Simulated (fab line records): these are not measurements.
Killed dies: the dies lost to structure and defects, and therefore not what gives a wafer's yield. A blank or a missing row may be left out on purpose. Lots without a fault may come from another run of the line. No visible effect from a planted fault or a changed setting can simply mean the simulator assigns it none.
Chamber matching + flow sky130 + SKY_CONTACT_ETCH_17 on rie_diel-03 has 4 sister chambers
The step etches SiO2 in C4F8/O2/Ar, stops on Si3N4, target depth 340 nm. 4 wafers are shown with their chamber, then 7 later ones without.

== EACH WAFER AND ITS CHAMBER ==
| wafer  | chamber | oes_product_au (a.u.) |
|--------|---------|-----------------------|
| L939.1 | 0       | 0.896                 |
| L938.2 | 1       | 0.888                 |
| L938.3 | 2       | 0.899                 |
| L944.5 | 3       | 0.895                 |

== WAFERS MISSING THEIR CHAMBER ==
| wafer  | oes_product_au (a.u.) |
|--------|-----------------------|
| L944.6 | 0.894                 |
| L955.1 | 0.897                 |
| L955.2 | 0.898                 |
| L955.4 | 0.895                 |
| L958.1 | 0.898                 |
| L958.2 | 0.897                 |
| L958.5 | 0.893                 |

== CHAMBER TAKEN BY EACH ==
| wafer  | from the rows above          | in truth |
|--------|------------------------------|----------|
| L944.6 | can't be placed: 3 or 0      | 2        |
| L955.1 | can't be placed: 0 or 2 or 3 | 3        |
| L955.2 | can't be placed: 2 or 0 or 3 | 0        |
| L955.4 | can't be placed: 3 or 0      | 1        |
| L958.1 | can't be placed: 2 or 0 or 3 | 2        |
| L958.2 | can't be placed: 0 or 2 or 3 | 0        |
| L958.5 | can't be placed: 3 or 0      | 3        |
0 of 7 placed correctly. Not placeable from these rows: 7 (in 5, the candidates include the true chamber). Number placed wrongly: 0.
How it was worked out, from the rows above alone: a wafer's distance from a chamber is the root of the sum, over the readings, of the square of ((its reading less the chamber's mean) divided by the reading's scatter). The wafer belongs to the nearest chamber; if the next one is less than 2 further off, it can't be placed. For every chamber, the mean is computed from those of its wafers that are shown. The scatter: with one shown wafer a chamber, the root of the mean of the squares of how far each hidden wafer lies from its nearest shown one.
